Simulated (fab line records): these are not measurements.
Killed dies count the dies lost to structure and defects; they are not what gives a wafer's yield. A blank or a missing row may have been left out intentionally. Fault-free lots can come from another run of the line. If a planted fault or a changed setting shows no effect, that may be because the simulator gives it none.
fab line records :: flow sfq-line :: part 2 of 2: steps 25 to 36 of 36
record:
  lots: 5
  wafers: 15
  last-day: 83
route steps=325 shown JJ@192 M5@198 A5B@209 R5@212
lots that met no fault: from a run of the same line without faults
start-h: start of the lot's first displayed wafer, in hours after the record's first day :: wait-h: hours from the lot's prior step to this one :: " same as the row above :: L1.1+2: one row covering several wafers at once :: - either no value or no given start :: * or withheld: withheld :: < > ~ a bound
route shown NAME@n: NAME is a module with steps in the file, n the number in the route of the first one :: usual: mean/standard deviation of fault-free wafers :: same: alike in all rows :: chamber/n: place in a boat :: sites: each site's reading :: _std_site: how widely they spread, as a standard deviation :: _edge_site: the outer-site mean with the inner-site mean subtracted :: radius-mm: how far each site lies from the wafer's centre :: mask NAME#n: copy n :: behind: tool/chamber where the wafer was last shaped :: hold: what put the lot on hold/how long, in hours/how the hold closed :: device: which transistor (n, p or np) failed to switch :: end of line: tests run on the same wafers once the route is complete :: a step given without rows: its recipe and nothing more :: killed: at the first sort, the dies lost to defects and structure; wafer yield is something else :: map: a wafer's dies, x killed, . not, _ none there
set.NAME: setting as actually run; set.NAME@STEP: the setting as run at that earlier step :: model.NAME: the simulator's own value behind a step, which no gauge read
lots at some steps of the route; a table a step, a row a wafer
services: a tool's chamber out of use, with start hour (start-h, from the record's first day; less than 0 if before it), hours out, and reason
== steps ==
step: SFQ_R5_THK_MEAS_934
recipe:
  thk-meas-gauge: xrf
  reads: MoNx_of_TRILAYER_R5_DEP_SPUTTER_133
usual:
  R5_MONX_THK: 40.2/0.56
lot.wafer: L077.1
tool: film-metro-03
chamber: -
start-h: 1227.70
wait-h: 0.1
R5_MONX_THK[nm]: 41.1

lot.wafer: L077.4
tool: film-metro-03
chamber: -
start-h: 1227.70
wait-h: 0.1
R5_MONX_THK[nm]: 39.9

lot.wafer: L077.6
tool: film-metro-03
chamber: -
start-h: 1227.70
wait-h: 0.1
R5_MONX_THK[nm]: 40.1

lot.wafer: L078.1
tool: film-metro-03
chamber: -
start-h: 1382.33
wait-h: 0.1
R5_MONX_THK[nm]: 39.3

lot.wafer: L078.3
tool: film-metro-03
chamber: -
start-h: 1382.33
wait-h: 0.1
R5_MONX_THK[nm]: 39.8

lot.wafer: L078.5
tool: film-metro-03
chamber: -
start-h: 1382.33
wait-h: 0.1
R5_MONX_THK[nm]: 40.1

lot.wafer: L081.3
tool: film-metro-02
chamber: -
start-h: 1390.75
wait-h: 0.1
R5_MONX_THK[nm]: 39.6

lot.wafer: L081.4
tool: film-metro-02
chamber: -
start-h: 1390.75
wait-h: 0.1
R5_MONX_THK[nm]: 39.7

lot.wafer: L081.6
tool: film-metro-02
chamber: -
start-h: 1390.75
wait-h: 0.1
R5_MONX_THK[nm]: 39.6

lot.wafer: L082.2
tool: film-metro-03
chamber: -
start-h: 1393.74
wait-h: 0.1
R5_MONX_THK[nm]: 40.6

lot.wafer: L082.5
tool: film-metro-03
chamber: -
start-h: 1393.74
wait-h: 0.1
R5_MONX_THK[nm]: 39.8

lot.wafer: L082.6
tool: film-metro-03
chamber: -
start-h: 1393.74
wait-h: 0.1
R5_MONX_THK[nm]: 40.2

lot.wafer: L088.1
tool: film-metro-03
chamber: -
start-h: 1422.06
wait-h: 0.1
R5_MONX_THK[nm]: 41.0

lot.wafer: L088.3
tool: film-metro-03
chamber: -
start-h: 1422.06
wait-h: 0.1
R5_MONX_THK[nm]: 39.6

lot.wafer: L088.4
tool: film-metro-03
chamber: -
start-h: 1422.06
wait-h: 0.1
R5_MONX_THK[nm]: 40.1
step: SFQ_TRILAYER_R5_LITHO_COAT_141
recipe:
  resist: BARC
  spin-rpm: 3000
  resist-thk-nm: 62
lot.wafer: L077.1+4+6
tool: litho-track-02
chamber: 0
start-h: 1227.76
wait-h: 0.1

lot.wafer: L078.1+3+5
tool: litho-track-02
chamber: 0
start-h: 1382.39
wait-h: 0.1

lot.wafer: L081.3+4+6
tool: litho-track-03
chamber: 0
start-h: 1390.89
wait-h: 0.1

lot.wafer: L082.2+5+6
tool: litho-track-03
chamber: 0
start-h: 1393.84
wait-h: 0.1

lot.wafer: L088.1+3+4
tool: litho-track-03
chamber: 0
start-h: 1422.12
wait-h: 0.1
step: SFQ_TRILAYER_R5_LITHO_COAT_136
recipe:
  resist: KrF
  spin-rpm: 3000
  resist-thk-nm: 600
lot.wafer: L077.1+4+6
tool: litho-track-02
chamber: 0
start-h: 1228.06
wait-h: 0.2

lot.wafer: L078.1+3+5
tool: litho-track-02
chamber: 0
start-h: 1382.69
wait-h: 0.2

lot.wafer: L081.3+4+6
tool: litho-track-03
chamber: 0
start-h: 1391.19
wait-h: 0.2

lot.wafer: L082.2+5+6
tool: litho-track-03
chamber: 0
start-h: 1394.14
wait-h: 0.2

lot.wafer: L088.1+3+4
tool: litho-track-03
chamber: 0
start-h: 1422.42
wait-h: 0.2
step: SFQ_TRILAYER_R5_LITHO_SOFTBAKE_140
recipe:
  temp-c: withheld
  time-s: withheld
  resist: KrF
lot.wafer: L077.1+4+6
tool: litho-track-02
chamber: 0
start-h: 1228.36
wait-h: 0.2

lot.wafer: L078.1+3+5
tool: litho-track-02
chamber: 0
start-h: 1382.99
wait-h: 0.2

lot.wafer: L081.3+4+6
tool: litho-track-03
chamber: 0
start-h: 1391.44
wait-h: 0.2

lot.wafer: L082.2+5+6
tool: litho-track-03
chamber: 0
start-h: 1394.42
wait-h: 0.2

lot.wafer: L088.1+3+4
tool: litho-track-03
chamber: 0
start-h: 1422.72
wait-h: 0.2
step: SFQ_TRILAYER_R5_LITHO_EXPOSE_137
recipe:
  mask-id: R5
  na: 0.6
  source-shape: conventional
  sigma-outer: 0.65
  target-cd-nm: 500
  dose-mj: 14.4
lot.wafer: L077.1+4+6
tool: krf-scanner-02
chamber: 0
start-h: 1356.07
wait-h: -
mask: R5#0

lot.wafer: L078.1+3+5
tool: krf-scanner-01
chamber: 0
start-h: 1498.25
wait-h: -
mask: R5#0

lot.wafer: L081.3+4+6
tool: krf-scanner-01
chamber: 0
start-h: 1504.65
wait-h: -
mask: R5#0

lot.wafer: L082.2+5+6
tool: krf-scanner-01
chamber: 0
start-h: 1509.25
wait-h: -
mask: R5#0

lot.wafer: L088.1+3+4
tool: krf-scanner-02
chamber: 0
start-h: 1531.97
wait-h: -
mask: R5#0
step: SFQ_TRILAYER_R5_LITHO_PEB_139
recipe:
  peb-temp-c: 115
  peb-time-s: 60
  resist: KrF
usual:
  heater-power-total-W: 79.15/0.067
same:
  peb-time-s: 60
lot.wafer: L077.1
tool: litho-track-04
chamber: 0
start-h: 1357.27
wait-h: 1.0
heater-power-total-W: 79.21

lot.wafer: L077.4
tool: litho-track-04
chamber: 0
start-h: 1357.27
wait-h: 1.0
heater-power-total-W: 79.17

lot.wafer: L077.6
tool: litho-track-04
chamber: 0
start-h: 1357.27
wait-h: 1.0
heater-power-total-W: 79.12

lot.wafer: L078.1
tool: litho-track-04
chamber: 0
start-h: 1499.45
wait-h: 1.0
heater-power-total-W: 79.15

lot.wafer: L078.3
tool: litho-track-04
chamber: 0
start-h: 1499.45
wait-h: 1.0
heater-power-total-W: 79.00

lot.wafer: L078.5
tool: litho-track-04
chamber: 0
start-h: 1499.45
wait-h: 1.0
heater-power-total-W: 79.21

lot.wafer: L081.3
tool: litho-track-04
chamber: 0
start-h: 1505.50
wait-h: 0.7
heater-power-total-W: 79.19

lot.wafer: L081.4
tool: litho-track-04
chamber: 0
start-h: 1505.50
wait-h: 0.7
heater-power-total-W: 79.17

lot.wafer: L081.6
tool: litho-track-04
chamber: 0
start-h: 1505.50
wait-h: 0.7
heater-power-total-W: 79.27

lot.wafer: L082.2
tool: litho-track-04
chamber: 0
start-h: 1510.27
wait-h: 0.8
heater-power-total-W: 79.25

lot.wafer: L082.5
tool: litho-track-04
chamber: 0
start-h: 1510.27
wait-h: 0.8
heater-power-total-W: 79.16

lot.wafer: L082.6
tool: litho-track-04
chamber: 0
start-h: 1510.27
wait-h: 0.8
heater-power-total-W: 79.13

lot.wafer: L088.1
tool: litho-track-04
chamber: 0
start-h: 1533.17
wait-h: 1.0
heater-power-total-W: 79.09

lot.wafer: L088.3
tool: litho-track-04
chamber: 0
start-h: 1533.17
wait-h: 1.0
heater-power-total-W: 79.11

lot.wafer: L088.4
tool: litho-track-04
chamber: 0
start-h: 1533.17
wait-h: 1.0
heater-power-total-W: 79.01
step: SFQ_TRILAYER_R5_LITHO_DEVELOP_138
recipe:
  time-s: 60
  resist: KrF
lot.wafer: L077.1+4+6
tool: litho-track-04
chamber: 0
start-h: 1357.42
wait-h: 0.1

lot.wafer: L078.1+3+5
tool: litho-track-04
chamber: 0
start-h: 1499.60
wait-h: 0.1

lot.wafer: L081.3+4+6
tool: litho-track-04
chamber: 0
start-h: 1505.65
wait-h: 0.1

lot.wafer: L082.2+5+6
tool: litho-track-04
chamber: 0
start-h: 1510.42
wait-h: 0.1

lot.wafer: L088.1+3+4
tool: litho-track-04
chamber: 0
start-h: 1533.32
wait-h: 0.1
step: SFQ_R5_OVL_MEAS_935
usual:
  R5_OVL: -1/4.6
lot.wafer: L077.1
tool: overlay-01
chamber: -
start-h: 1357.57
wait-h: 0.1
R5_OVL[nm]: 4

lot.wafer: L077.4
tool: overlay-01
chamber: -
start-h: 1357.57
wait-h: 0.1
R5_OVL[nm]: 5

lot.wafer: L077.6
tool: overlay-01
chamber: -
start-h: 1357.57
wait-h: 0.1
R5_OVL[nm]: -1

lot.wafer: L078.1
tool: overlay-02
chamber: -
start-h: 1499.75
wait-h: 0.1
R5_OVL[nm]: 0

lot.wafer: L078.3
tool: overlay-02
chamber: -
start-h: 1499.75
wait-h: 0.1
R5_OVL[nm]: 2

lot.wafer: L078.5
tool: overlay-02
chamber: -
start-h: 1499.75
wait-h: 0.1
R5_OVL[nm]: -3

lot.wafer: L081.3
tool: overlay-01
chamber: -
start-h: 1505.76
wait-h: 0.1
R5_OVL[nm]: 9

lot.wafer: L081.4
tool: overlay-01
chamber: -
start-h: 1505.76
wait-h: 0.1
R5_OVL[nm]: 0

lot.wafer: L081.6
tool: overlay-01
chamber: -
start-h: 1505.76
wait-h: 0.1
R5_OVL[nm]: 1

lot.wafer: L082.2
tool: overlay-02
chamber: -
start-h: 1510.55
wait-h: 0.1
R5_OVL[nm]: 3

lot.wafer: L082.5
tool: overlay-02
chamber: -
start-h: 1510.55
wait-h: 0.1
R5_OVL[nm]: 11

lot.wafer: L082.6
tool: overlay-02
chamber: -
start-h: 1510.55
wait-h: 0.1
R5_OVL[nm]: -6

lot.wafer: L088.1
tool: overlay-01
chamber: -
start-h: 1533.47
wait-h: 0.1
R5_OVL[nm]: 2

lot.wafer: L088.3
tool: overlay-01
chamber: -
start-h: 1533.47
wait-h: 0.1
R5_OVL[nm]: 7

lot.wafer: L088.4
tool: overlay-01
chamber: -
start-h: 1533.47
wait-h: 0.1
R5_OVL[nm]: 8
step: SFQ_TRILAYER_R5_BARC_OPEN_METAL_ETCH_177
recipe:
  mask-material: PR
  chemistry: O2
  target-depth-nm: 125
  target: BARC
  icp-w: 600
  bias-w: 80
  pressure-mtorr: 10
  time-s: 41.7
usual:
  drypump-motor-current-A: 5.9/0.45
  he-backside-leak-sccm: 3.4/0.33
  oes-product-au: 0.685/0.0048
lot.wafer: L077.1
tool: rie-metal-02
chamber: 1
start-h: 1357.60
wait-h: 0.0
drypump-motor-current-A: 5.4
he-backside-leak-sccm: 3.2
oes-product-au: 0.682
rf-hours-counter-h: 4

lot.wafer: L077.4
tool: rie-metal-02
chamber: 1
start-h: 1357.60
wait-h: 0.0
drypump-motor-current-A: 5.4
he-backside-leak-sccm: 3.2
oes-product-au: 0.681
rf-hours-counter-h: -

lot.wafer: L077.6
tool: rie-metal-02
chamber: 0
start-h: 1357.60
wait-h: 0.0
drypump-motor-current-A: 6.7
he-backside-leak-sccm: 2.9
oes-product-au: 0.689
rf-hours-counter-h: -

lot.wafer: L078.1
tool: rie-metal-02
chamber: 0
start-h: 1499.78
wait-h: 0.0
drypump-motor-current-A: 6.7
he-backside-leak-sccm: 3.2
oes-product-au: 0.686
rf-hours-counter-h: 29

lot.wafer: L078.3
tool: rie-metal-02
chamber: 1
start-h: 1499.78
wait-h: 0.0
drypump-motor-current-A: 5.4
he-backside-leak-sccm: 3.3
oes-product-au: 0.687
rf-hours-counter-h: -

lot.wafer: L078.5
tool: rie-metal-02
chamber: 0
start-h: 1499.78
wait-h: 0.0
drypump-motor-current-A: 6.7
he-backside-leak-sccm: 3.3
oes-product-au: 0.699
rf-hours-counter-h: -

lot.wafer: L081.3
tool: rie-metal-04
chamber: 1
start-h: 1505.80
wait-h: 0.0
drypump-motor-current-A: 5.5
he-backside-leak-sccm: 3.7
oes-product-au: 0.681
rf-hours-counter-h: -

lot.wafer: L081.4
tool: rie-metal-04
chamber: 0
start-h: 1505.80
wait-h: 0.0
drypump-motor-current-A: 5.8
he-backside-leak-sccm: 3.3
oes-product-au: 0.684
rf-hours-counter-h: -

lot.wafer: L081.6
tool: rie-metal-04
chamber: 0
start-h: 1505.80
wait-h: 0.0
drypump-motor-current-A: 5.8
he-backside-leak-sccm: 3.3
oes-product-au: 0.682
rf-hours-counter-h: -

lot.wafer: L082.2
tool: rie-metal-02
chamber: 1
start-h: 1510.58
wait-h: 0.0
drypump-motor-current-A: 5.4
he-backside-leak-sccm: 3.4
oes-product-au: 0.679
rf-hours-counter-h: 23

lot.wafer: L082.5
tool: rie-metal-02
chamber: 0
start-h: 1510.58
wait-h: 0.0
drypump-motor-current-A: 6.7
he-backside-leak-sccm: 3.2
oes-product-au: 0.687
rf-hours-counter-h: -

lot.wafer: L082.6
tool: rie-metal-02
chamber: 1
start-h: 1510.58
wait-h: 0.0
drypump-motor-current-A: 5.4
he-backside-leak-sccm: 3.4
oes-product-au: 0.684
rf-hours-counter-h: -

lot.wafer: L088.1
tool: rie-metal-04
chamber: 0
start-h: 1533.51
wait-h: 0.0
drypump-motor-current-A: 5.7
he-backside-leak-sccm: 3.2
oes-product-au: 0.687
rf-hours-counter-h: 12

lot.wafer: L088.3
tool: rie-metal-04
chamber: 0
start-h: 1533.51
wait-h: 0.0
drypump-motor-current-A: 5.8
he-backside-leak-sccm: 3.2
oes-product-au: 0.686
rf-hours-counter-h: -

lot.wafer: L088.4
tool: rie-metal-04
chamber: 1
start-h: 1533.51
wait-h: 0.0
drypump-motor-current-A: 5.5
he-backside-leak-sccm: 3.7
oes-product-au: 0.688
rf-hours-counter-h: -
step: SFQ_TRILAYER_R5_ETCH_METAL_ETCH_139
recipe:
  stop-on: SiO2
  mask-material: PR
  chemistry: Cl2
  target-depth-nm: 60
  icp-w: 600
  bias-w: 80
  pressure-mtorr: 10
  time-s: 40
usual:
  drypump-motor-current-A: 5.9/0.45
  he-backside-leak-sccm: 3.4/0.45
  oes-product-au: 0.985/0.006
lot.wafer: L077.1
tool: rie-metal-02
chamber: 1
start-h: 1357.66
wait-h: 0.0
drypump-motor-current-A: 5.4
he-backside-leak-sccm: 3.2
oes-product-au: 0.979
rf-hours-counter-h: 4

lot.wafer: L077.4
tool: rie-metal-02
chamber: 1
start-h: 1357.66
wait-h: 0.0
drypump-motor-current-A: 5.4
he-backside-leak-sccm: 3.3
oes-product-au: 0.983
rf-hours-counter-h: -

lot.wafer: L077.6
tool: rie-metal-02
chamber: 0
start-h: 1357.66
wait-h: 0.0
drypump-motor-current-A: 6.7
he-backside-leak-sccm: 3.1
oes-product-au: 0.981
rf-hours-counter-h: -

lot.wafer: L078.1
tool: rie-metal-02
chamber: 0
start-h: 1499.84
wait-h: 0.0
drypump-motor-current-A: 6.7
he-backside-leak-sccm: 3.5
oes-product-au: 0.984
rf-hours-counter-h: 29

lot.wafer: L078.3
tool: rie-metal-02
chamber: 1
start-h: 1499.84
wait-h: 0.0
drypump-motor-current-A: 5.4
he-backside-leak-sccm: 3.2
oes-product-au: 0.973
rf-hours-counter-h: -

lot.wafer: L078.5
tool: rie-metal-02
chamber: 0
start-h: 1499.84
wait-h: 0.0
drypump-motor-current-A: 6.7
he-backside-leak-sccm: 3.1
oes-product-au: 0.985
rf-hours-counter-h: -

lot.wafer: L081.3
tool: rie-metal-04
chamber: 1
start-h: 1505.86
wait-h: 0.0
drypump-motor-current-A: 5.5
he-backside-leak-sccm: 3.9
oes-product-au: 0.982
rf-hours-counter-h: -

lot.wafer: L081.4
tool: rie-metal-04
chamber: 0
start-h: 1505.86
wait-h: 0.0
drypump-motor-current-A: 5.8
he-backside-leak-sccm: 3.3
oes-product-au: 0.978
rf-hours-counter-h: -

lot.wafer: L081.6
tool: rie-metal-04
chamber: 0
start-h: 1505.86
wait-h: 0.0
drypump-motor-current-A: 5.8
he-backside-leak-sccm: 3.2
oes-product-au: 0.977
rf-hours-counter-h: -

lot.wafer: L082.2
tool: rie-metal-02
chamber: 1
start-h: 1510.64
wait-h: 0.0
drypump-motor-current-A: 5.4
he-backside-leak-sccm: 3.2
oes-product-au: 0.977
rf-hours-counter-h: 23

lot.wafer: L082.5
tool: rie-metal-02
chamber: 0
start-h: 1510.64
wait-h: 0.0
drypump-motor-current-A: 6.7
he-backside-leak-sccm: 3.1
oes-product-au: 0.986
rf-hours-counter-h: -

lot.wafer: L082.6
tool: rie-metal-02
chamber: 1
start-h: 1510.64
wait-h: 0.0
drypump-motor-current-A: 5.4
he-backside-leak-sccm: 3.3
oes-product-au: 0.979
rf-hours-counter-h: -

lot.wafer: L088.1
tool: rie-metal-04
chamber: 0
start-h: 1533.57
wait-h: 0.0
drypump-motor-current-A: 5.8
he-backside-leak-sccm: 3.2
oes-product-au: 0.974
rf-hours-counter-h: 12

lot.wafer: L088.3
tool: rie-metal-04
chamber: 0
start-h: 1533.57
wait-h: 0.0
drypump-motor-current-A: 5.8
he-backside-leak-sccm: 3.2
oes-product-au: 0.980
rf-hours-counter-h: -

lot.wafer: L088.4
tool: rie-metal-04
chamber: 1
start-h: 1533.57
wait-h: 0.0
drypump-motor-current-A: 5.5
he-backside-leak-sccm: 4.0
oes-product-au: 0.976
rf-hours-counter-h: -
step: SFQ_TRILAYER_R5_STRIP_STRIP_140
recipe:
  gas: O2
  power-w: 200
  platen-temp-c: 40
  overash-fraction: 0.65
  chemistry: O2
  pressure-mtorr: 50
usual:
  drypump-motor-current-A: 5.9/0.45
  he-backside-leak-sccm: 3.4/0.35
  oes-product-au: 0.992/0.0091
lot.wafer: L077.1
tool: rie-metal-02
chamber: 1
start-h: 1357.72
wait-h: 0.0
drypump-motor-current-A: 5.4
he-backside-leak-sccm: 3.3
oes-product-au: 0.990
rf-hours-counter-h: 4

lot.wafer: L077.4
tool: rie-metal-02
chamber: 1
start-h: 1357.72
wait-h: 0.0
drypump-motor-current-A: 5.5
he-backside-leak-sccm: 3.2
oes-product-au: 0.993
rf-hours-counter-h: -

lot.wafer: L077.6
tool: rie-metal-02
chamber: 0
start-h: 1357.72
wait-h: 0.0
drypump-motor-current-A: 6.7
he-backside-leak-sccm: 3.3
oes-product-au: 1.001
rf-hours-counter-h: -

lot.wafer: L078.1
tool: rie-metal-02
chamber: 0
start-h: 1499.90
wait-h: 0.0
drypump-motor-current-A: 6.7
he-backside-leak-sccm: 3.2
oes-product-au: 0.995
rf-hours-counter-h: 29

lot.wafer: L078.3
tool: rie-metal-02
chamber: 1
start-h: 1499.90
wait-h: 0.0
drypump-motor-current-A: 5.4
he-backside-leak-sccm: 3.3
oes-product-au: 0.988
rf-hours-counter-h: -

lot.wafer: L078.5
tool: rie-metal-02
chamber: 0
start-h: 1499.90
wait-h: 0.0
drypump-motor-current-A: 6.7
he-backside-leak-sccm: 3.2
oes-product-au: 0.991
rf-hours-counter-h: -

lot.wafer: L081.3
tool: rie-metal-04
chamber: 1
start-h: 1506.10
wait-h: 0.2
drypump-motor-current-A: 5.5
he-backside-leak-sccm: 3.9
oes-product-au: 0.987
rf-hours-counter-h: -

lot.wafer: L081.4
tool: rie-metal-04
chamber: 0
start-h: 1506.10
wait-h: 0.2
drypump-motor-current-A: 5.8
he-backside-leak-sccm: 3.1
oes-product-au: 0.985
rf-hours-counter-h: -

lot.wafer: L081.6
tool: rie-metal-04
chamber: 0
start-h: 1506.10
wait-h: 0.2
drypump-motor-current-A: 5.8
he-backside-leak-sccm: 3.3
oes-product-au: 0.981
rf-hours-counter-h: -

lot.wafer: L082.2
tool: rie-metal-02
chamber: 1
start-h: 1510.70
wait-h: 0.0
drypump-motor-current-A: 5.4
he-backside-leak-sccm: 3.2
oes-product-au: 0.988
rf-hours-counter-h: 23

lot.wafer: L082.5
tool: rie-metal-02
chamber: 0
start-h: 1510.70
wait-h: 0.0
drypump-motor-current-A: 6.7
he-backside-leak-sccm: 3.2
oes-product-au: 0.996
rf-hours-counter-h: -

lot.wafer: L082.6
tool: rie-metal-02
chamber: 1
start-h: 1510.70
wait-h: 0.0
drypump-motor-current-A: 5.4
he-backside-leak-sccm: 3.2
oes-product-au: 0.987
rf-hours-counter-h: -

lot.wafer: L088.1
tool: rie-metal-04
chamber: 0
start-h: 1533.62
wait-h: 0.0
drypump-motor-current-A: 5.8
he-backside-leak-sccm: 3.1
oes-product-au: 0.982
rf-hours-counter-h: 12

lot.wafer: L088.3
tool: rie-metal-04
chamber: 0
start-h: 1533.62
wait-h: 0.0
drypump-motor-current-A: 5.8
he-backside-leak-sccm: 3.3
oes-product-au: 0.996
rf-hours-counter-h: -

lot.wafer: L088.4
tool: rie-metal-04
chamber: 1
start-h: 1533.62
wait-h: 0.0
drypump-motor-current-A: 5.5
he-backside-leak-sccm: 3.9
oes-product-au: 0.986
rf-hours-counter-h: -
step: SFQ_TRILAYER_R5_STRIP_SOLV_CLEAN_141
recipe:
  chemistry: NMP
  temp-c: 70
  time-s: 600
lot.wafer: L077.1+4+6
tool: wet-bench-03
chamber: 3,0,2
start-h: 1358.32
wait-h: 0.4

lot.wafer: L078.1+3+5
tool: wet-bench-01
chamber: 6,1,5
start-h: 1500.50
wait-h: 0.4

lot.wafer: L081.3+4+6
tool: wet-bench-02
chamber: 0,7,4
start-h: 1506.50
wait-h: 0.2

lot.wafer: L082.2+5+6
tool: wet-bench-01
chamber: 2,4,5
start-h: 1511.30
wait-h: 0.4

lot.wafer: L088.1+3+4
tool: wet-bench-03
chamber: 4,0,2
start-h: 1534.22
wait-h: 0.4
== services ==
tool: krf-scanner-01
chamber: -
start-h: 1187.20
hours: 0.5
kind: repair

tool: krf-scanner-01
chamber: -
start-h: 1191.31
hours: 1.0
kind: pm

tool: rie-metal-04
chamber: -
start-h: 1200.38
hours: 0.2
kind: repair

tool: krf-scanner-02
chamber: -
start-h: 1204.64
hours: 4.0
kind: pm

tool: krf-scanner-02
chamber: -
start-h: 1208.83
hours: 1.6
kind: repair

tool: krf-scanner-01
chamber: -
start-h: 1223.68
hours: 1.3
kind: pm

tool: krf-scanner-02
chamber: -
start-h: 1225.26
hours: 0.2
kind: repair

tool: krf-scanner-02
chamber: -
start-h: 1228.57
hours: 1.3
kind: pm

tool: krf-scanner-01
chamber: -
start-h: 1271.78
hours: 0.8
kind: pm

tool: krf-scanner-01
chamber: -
start-h: 1312.00
hours: 2.4
kind: repair

tool: pvd-sputter-05
chamber: -
start-h: 1313.57
hours: 5.8
kind: repair

tool: rie-metal-01
chamber: -
start-h: 1318.85
hours: 0.6
kind: repair

tool: krf-scanner-02
chamber: -
start-h: 1341.09
hours: 1.0
kind: pm

tool: krf-scanner-02
chamber: -
start-h: 1349.29
hours: 4.4
kind: pm

tool: rie-metal-04
chamber: -
start-h: 1351.83
hours: 2.8
kind: pm

tool: rie-metal-02
chamber: -
start-h: 1353.59
hours: 0.8
kind: repair

tool: krf-scanner-01
chamber: -
start-h: 1359.99
hours: 4.4
kind: pm

tool: krf-scanner-01
chamber: -
start-h: 1364.37
hours: 1.0
kind: pm

tool: pvd-sputter-04
chamber: -
start-h: 1390.47
hours: 3.0
kind: repair

tool: pvd-sputter-04
chamber: -
start-h: 1435.25
hours: 1.1
kind: repair

tool: pvd-sputter-04
chamber: -
start-h: 1440.95
hours: 1.0
kind: repair

tool: wet-bench-02
chamber: -
start-h: 1444.43
hours: 1.9
kind: pm

tool: rie-metal-02
chamber: -
start-h: 1463.49
hours: 0.9
kind: repair

tool: rie-metal-02
chamber: 0
start-h: 1513.99
hours: 2.1
kind: repair
